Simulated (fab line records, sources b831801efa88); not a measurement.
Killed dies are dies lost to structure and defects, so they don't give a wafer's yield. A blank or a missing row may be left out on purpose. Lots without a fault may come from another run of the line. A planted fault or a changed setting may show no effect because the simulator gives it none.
One fault seen from 2 desks | flow sfq_line | each desk has only its own numbers; what lay behind them comes last

THE METROLOGY DESK
What the gauges read, lot by lot, whatever tool the lot ran on: means of the sampled wafers that have a number. A lot is out of limits, marked OUT, if its mean lies more than 4 standard deviations from the usual mean; the brackets give that distance.
Columns: A = M6_NB_RS at SFQ_M6_RS_MEAS_938, usual 0.882 ohm/sq; B = M6_OVL at SFQ_M6_OVL_MEAS_940, usual -2 nm
lot  | first seen here | A     | B
L374 | day 63 13:07    | 0.876 | -5
L382 | day 65 06:43    | 0.891 | -1
L387 | day 66 19:26    | 0.882 | -1
L388 | day 66 21:58    | 0.900 | -4
L393 | day 67 14:15    | 0.878 | 1
This desk's finding: nothing out of limits on any of the 5 lots.

THE TOOL OWNER'S DESK: rie_metal-04
The tool's own readings at SFQ_TRILAYER_M6_BARC_OPEN_METAL_ETCH_206 (etches BARC in O2, target depth 125 nm, time 41.7 s): means of the sampled wafers that have a number, for each lot that ran on this tool. A lot is out of limits, marked OUT, if its mean lies more than 4 standard deviations from the usual mean; the brackets give that distance.
Columns: A = drypump_motor_current_A at SFQ_TRILAYER_M6_BARC_OPEN_METAL_ETCH_206, usual 5.9 A; B = oes_product_au at SFQ_TRILAYER_M6_BARC_OPEN_METAL_ETCH_206, usual 0.684 a.u.
lot  | first seen here | A   | B
L382 | day 70 12:16    | 5.5 | 0.682
This desk's finding: nothing out of limits on the one lot.

PUT TOGETHER
The metrology desk saw nothing out of limits.
The tool owner's desk saw nothing out of limits.

WHAT THE SIMULATOR HAD PUT IN
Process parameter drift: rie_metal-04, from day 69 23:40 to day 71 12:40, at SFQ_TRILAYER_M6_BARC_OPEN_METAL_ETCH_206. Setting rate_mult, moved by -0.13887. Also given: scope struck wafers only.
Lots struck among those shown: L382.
